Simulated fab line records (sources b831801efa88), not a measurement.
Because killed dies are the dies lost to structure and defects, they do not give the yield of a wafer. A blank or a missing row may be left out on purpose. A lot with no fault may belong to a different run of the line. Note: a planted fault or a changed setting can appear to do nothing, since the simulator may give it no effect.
Which of the tools did it? || flow sky130 || 14 lots, 42 wafers sampled, at 4 steps of a route of 708

== WHAT THE GAUGES SHOWED, per wafer ==
SKY_VT_ADJUST_HVTR_OVL_MEAS_08.
{"lot": "L266", "measured": "day 9 20:14", "on": "overlay-02", "VT_ADJUST_HVTR_OVL (nm)": "-2.1 0.4 0.5"}
{"lot": "L267", "measured": "day 9 23:53", "on": "overlay-02", "VT_ADJUST_HVTR_OVL (nm)": "0.8 1.3 1.2"}
{"lot": "L268", "measured": "day 10 08:25", "on": "overlay-01", "VT_ADJUST_HVTR_OVL (nm)": "-1.8 -1.7 -1.7"}
{"lot": "L269", "measured": "day 10 12:41", "on": "overlay-02", "VT_ADJUST_HVTR_OVL (nm)": "-1.2 1.5 1.3"}
{"lot": "L271", "measured": "day 11 07:20", "on": "overlay-02", "VT_ADJUST_HVTR_OVL (nm)": "2.9 -0.3 1.6"}
{"lot": "L270", "measured": "day 11 08:29", "on": "overlay-01", "VT_ADJUST_HVTR_OVL (nm)": "0.7 -0.8 -1.1"}
{"lot": "L272", "measured": "day 11 16:17", "on": "overlay-02", "VT_ADJUST_HVTR_OVL (nm)": "0.6 0.2 -1.5"}
{"lot": "L273", "measured": "day 11 22:22", "on": "overlay-02", "VT_ADJUST_HVTR_OVL (nm)": "-1.7 -1.6 -1.7"}
{"lot": "L275", "measured": "day 12 10:59", "on": "overlay-02", "VT_ADJUST_HVTR_OVL (nm)": "2.4 2.4 2.6"}
{"lot": "L282", "measured": "day 14 15:14", "on": "overlay-01", "VT_ADJUST_HVTR_OVL (nm)": "1.4 0.3 2.8"}
{"lot": "L283", "measured": "day 14 22:55", "on": "overlay-02", "VT_ADJUST_HVTR_OVL (nm)": "-1.3 2.2 1.6"}
{"lot": "L284", "measured": "day 15 08:58", "on": "overlay-02", "VT_ADJUST_HVTR_OVL (nm)": "0.9 2.2 0.3"}
{"lot": "L287", "measured": "day 16 03:29", "on": "overlay-01", "VT_ADJUST_HVTR_OVL (nm)": "-0.7 -1.4 -0.7"}
{"lot": "L288", "measured": "day 16 11:07", "on": "overlay-02", "VT_ADJUST_HVTR_OVL (nm)": "0.6 -0.3 -1.9"}

SKY_SD_P_CD_MEAS_07: the cd target is 380 nm.
{"lot": "L266", "measured": "day 25 20:38", "on": "cdSem-02", "cdNm (nm)": "380.9 380.9 380.8"}
{"lot": "L267", "measured": "day 26 00:19", "on": "cdSem-01", "cdNm (nm)": "378.9 378.9 378.3"}
{"lot": "L268", "measured": "day 26 15:26", "on": "cdSem-02", "cdNm (nm)": "381.8 384.5 379.6"}
{"lot": "L269", "measured": "day 26 20:26", "on": "cdSem-02", "cdNm (nm)": "372.6 373.1 374.6"}
{"lot": "L271", "measured": "day 27 14:04", "on": "cdSem-01", "cdNm (nm)": "376.6 379.6 378.9"}
{"lot": "L270", "measured": "day 27 21:46", "on": "cdSem-01", "cdNm (nm)": "381.9 380.5 382.4"}
{"lot": "L272", "measured": "day 28 05:46", "on": "cdSem-02", "cdNm (nm)": "379.5 381.3 379.8"}
{"lot": "L273", "measured": "day 28 10:58", "on": "cdSem-01", "cdNm (nm)": "380.5 380.3 380.1"}
{"lot": "L275", "measured": "day 29 04:36", "on": "cdSem-01", "cdNm (nm)": "376.1 378.0 375.6"}
{"lot": "L282", "measured": "day 31 10:35", "on": "cdSem-02", "cdNm (nm)": "379.1 379.1 375.5"}
{"lot": "L283", "measured": "day 31 18:32", "on": "cdSem-02", "cdNm (nm)": "374.2 376.2 375.5"}
{"lot": "L284", "measured": "day 32 01:05", "on": "cdSem-01", "cdNm (nm)": "381.5 380.6 380.1"}
{"lot": "L287", "measured": "day 32 20:49", "on": "cdSem-02", "cdNm (nm)": "376.6 379.3 377.9"}
{"lot": "L288", "measured": "day 33 02:29", "on": "cdSem-01", "cdNm (nm)": "379.8 377.3 380.7"}

SKY_SD_N_RS_MEAS_17: the measuring method here is four-point-probe.
{"lot": "L266", "measured": "day 28 07:34", "on": "filmMetro-04", "SD_P_RS (ohm/sq)": "147.3 146.9 147.1"}
{"lot": "L267", "measured": "day 28 11:11", "on": "filmMetro-01", "SD_P_RS (ohm/sq)": "147.1 147.0 147.1"}
{"lot": "L268", "measured": "day 29 03:07", "on": "filmMetro-01", "SD_P_RS (ohm/sq)": "146.6 147.0 146.9"}
{"lot": "L269", "measured": "day 29 07:26", "on": "filmMetro-04", "SD_P_RS (ohm/sq)": "146.7 146.4 146.7"}
{"lot": "L271", "measured": "day 29 23:43", "on": "filmMetro-02", "SD_P_RS (ohm/sq)": "146.8 147.0 146.8"}
{"lot": "L270", "measured": "day 30 07:22", "on": "filmMetro-04", "SD_P_RS (ohm/sq)": "146.2 146.8 146.4"}
{"lot": "L272", "measured": "day 30 14:49", "on": "filmMetro-04", "SD_P_RS (ohm/sq)": "147.2 146.7 147.1"}
{"lot": "L273", "measured": "day 30 20:38", "on": "filmMetro-02", "SD_P_RS (ohm/sq)": "146.6 146.4 146.6"}
{"lot": "L275", "measured": "day 31 13:16", "on": "filmMetro-02", "SD_P_RS (ohm/sq)": "148.0 147.7 147.4"}
{"lot": "L282", "measured": "day 33 17:17", "on": "filmMetro-04", "SD_P_RS (ohm/sq)": "146.8 146.9 147.0"}
{"lot": "L283", "measured": "day 34 01:53", "on": "filmMetro-01", "SD_P_RS (ohm/sq)": "146.6 146.9 146.9"}
{"lot": "L284", "measured": "day 34 07:26", "on": "filmMetro-04", "SD_P_RS (ohm/sq)": "146.7 146.9 146.8"}
{"lot": "L287", "measured": "day 35 03:34", "on": "filmMetro-01", "SD_P_RS (ohm/sq)": "147.2 147.1 146.8"}
{"lot": "L288", "measured": "day 35 08:32", "on": "filmMetro-01", "SD_P_RS (ohm/sq)": "147.2 147.5 147.8"}

== EACH LOT AND THE TOOL THAT RAN IT (in order: tool; ch and the chambers of the sampled wafers; start) ==
{"lot": "L266", "SKY_NWELL_DEVELOP_22": "lithoTrack-01 ch 0, day 5 16:00"}
{"lot": "L267", "SKY_NWELL_DEVELOP_22": "lithoTrack-03 ch 0, day 5 19:00"}
{"lot": "L268", "SKY_NWELL_DEVELOP_22": "lithoTrack-04 ch 0, day 6 02:00"}
{"lot": "L269", "SKY_NWELL_DEVELOP_22": "lithoTrack-04 ch 0, day 6 05:00"}
{"lot": "L271", "SKY_NWELL_DEVELOP_22": "lithoTrack-01 ch 0, day 6 21:00"}
{"lot": "L270", "SKY_NWELL_DEVELOP_22": "lithoTrack-03 ch 0, day 6 22:00"}
{"lot": "L272", "SKY_NWELL_DEVELOP_22": "lithoTrack-03 ch 0, day 7 05:00"}
{"lot": "L273", "SKY_NWELL_DEVELOP_22": "lithoTrack-01 ch 0, day 7 10:00"}
{"lot": "L275", "SKY_NWELL_DEVELOP_22": "lithoTrack-03 ch 0, day 7 19:00"}
{"lot": "L282", "SKY_NWELL_DEVELOP_22": "lithoTrack-03 ch 0, day 9 14:00"}
{"lot": "L283", "SKY_NWELL_DEVELOP_22": "lithoTrack-03 ch 0, day 9 18:00"}
{"lot": "L284", "SKY_NWELL_DEVELOP_22": "lithoTrack-03 ch 0, day 10 03:00"}
{"lot": "L287", "SKY_NWELL_DEVELOP_22": "lithoTrack-04 ch 0, day 10 17:00"}
{"lot": "L288", "SKY_NWELL_DEVELOP_22": "lithoTrack-04 ch 0, day 11 01:00"}
- SKY_NWELL_DEVELOP_22: develop time 60 s.

== WHAT THE TOOLS THEMSELVES READ (means of the sampled wafers that have a number; where no wafer has one, the mark that the record gives instead) ==
SKY_NWELL_DEVELOP_22.
{"lot": "L266", "tool": "lithoTrack-01", "chillPlateTempC (C)": 22.92, "developerTempC (C)": 23.02}
{"lot": "L267", "tool": "lithoTrack-03", "chillPlateTempC (C)": 23.10, "developerTempC (C)": 23.02}
{"lot": "L268", "tool": "lithoTrack-04", "chillPlateTempC (C)": 22.98, "developerTempC (C)": 22.82}
{"lot": "L269", "tool": "lithoTrack-04", "chillPlateTempC (C)": 22.96, "developerTempC (C)": 22.86}
{"lot": "L271", "tool": "lithoTrack-01", "chillPlateTempC (C)": 22.90, "developerTempC (C)": 22.90}
{"lot": "L270", "tool": "lithoTrack-03", "chillPlateTempC (C)": 23.02, "developerTempC (C)": 22.91}
{"lot": "L272", "tool": "lithoTrack-03", "chillPlateTempC (C)": 22.91, "developerTempC (C)": 23.00}
{"lot": "L273", "tool": "lithoTrack-01", "chillPlateTempC (C)": 22.97, "developerTempC (C)": 23.02}
{"lot": "L275", "tool": "lithoTrack-03", "chillPlateTempC (C)": 22.92, "developerTempC (C)": 22.98}
{"lot": "L282", "tool": "lithoTrack-03", "chillPlateTempC (C)": 22.92, "developerTempC (C)": 25.27}
{"lot": "L283", "tool": "lithoTrack-03", "chillPlateTempC (C)": 23.06, "developerTempC (C)": 25.38}
{"lot": "L284", "tool": "lithoTrack-03", "chillPlateTempC (C)": 22.83, "developerTempC (C)": 25.39}
{"lot": "L287", "tool": "lithoTrack-04", "chillPlateTempC (C)": 22.96, "developerTempC (C)": 22.95}
{"lot": "L288", "tool": "lithoTrack-04", "chillPlateTempC (C)": 23.04, "developerTempC (C)": 22.91}

== THE ANSWER, worked out from the rows above alone ==
Rule: usual is defined by the lots themselves. Put in order of their means at a reading, lots are off if they are a third of the lots or fewer, leave a main group of 4 or more, and stand apart from it by a gap of 3 or more times the standard deviation of the main group's means; of several such gaps the widest counts. If all means in a main group match to the digits the tables above print for the reading, that group is not used. Also off: a lot with no number at a reading for which 4 or more lots have one. Any other lot the step has rows for is counted as sound. First the gauges in route order, then the tools' own readings, where a lot's mean is used as printed above. At the first step where some lot is off, the reading lying furthest off is the one used; lots without a number count as furthest.
Off: L282, L283, L284, at SKY_NWELL_DEVELOP_22 (developerTempC). For the main group the mean is 22.94 C and the standard deviation 0.066.
If a tool, at that step or one of the process steps before it, ran each lot that is off and ran no sound lot following the first of them, it fits. One candidate fits, namely lithoTrack-03 at SKY_NWELL_DEVELOP_22. A fault onset in the window from L275 (day 7 19:00, its last sound lot) to L282 (day 9 14:00, its first lot off) fits.
On the lots that are off, the tool's own readings at SKY_NWELL_DEVELOP_22 differ by more than 5 times the standard deviation of the sound lots' means, which bears it out; developerTempC reads 25.35 C there versus 22.94 C on the sound lots.

== WHAT THE SIMULATOR HAD INSERTED ==
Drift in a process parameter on lithoTrack-03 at SKY_NWELL_DEVELOP_22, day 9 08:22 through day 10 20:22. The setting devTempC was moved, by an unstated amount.
Lots struck among those shown: L282, L283, L284. This agrees with what the rule above found.
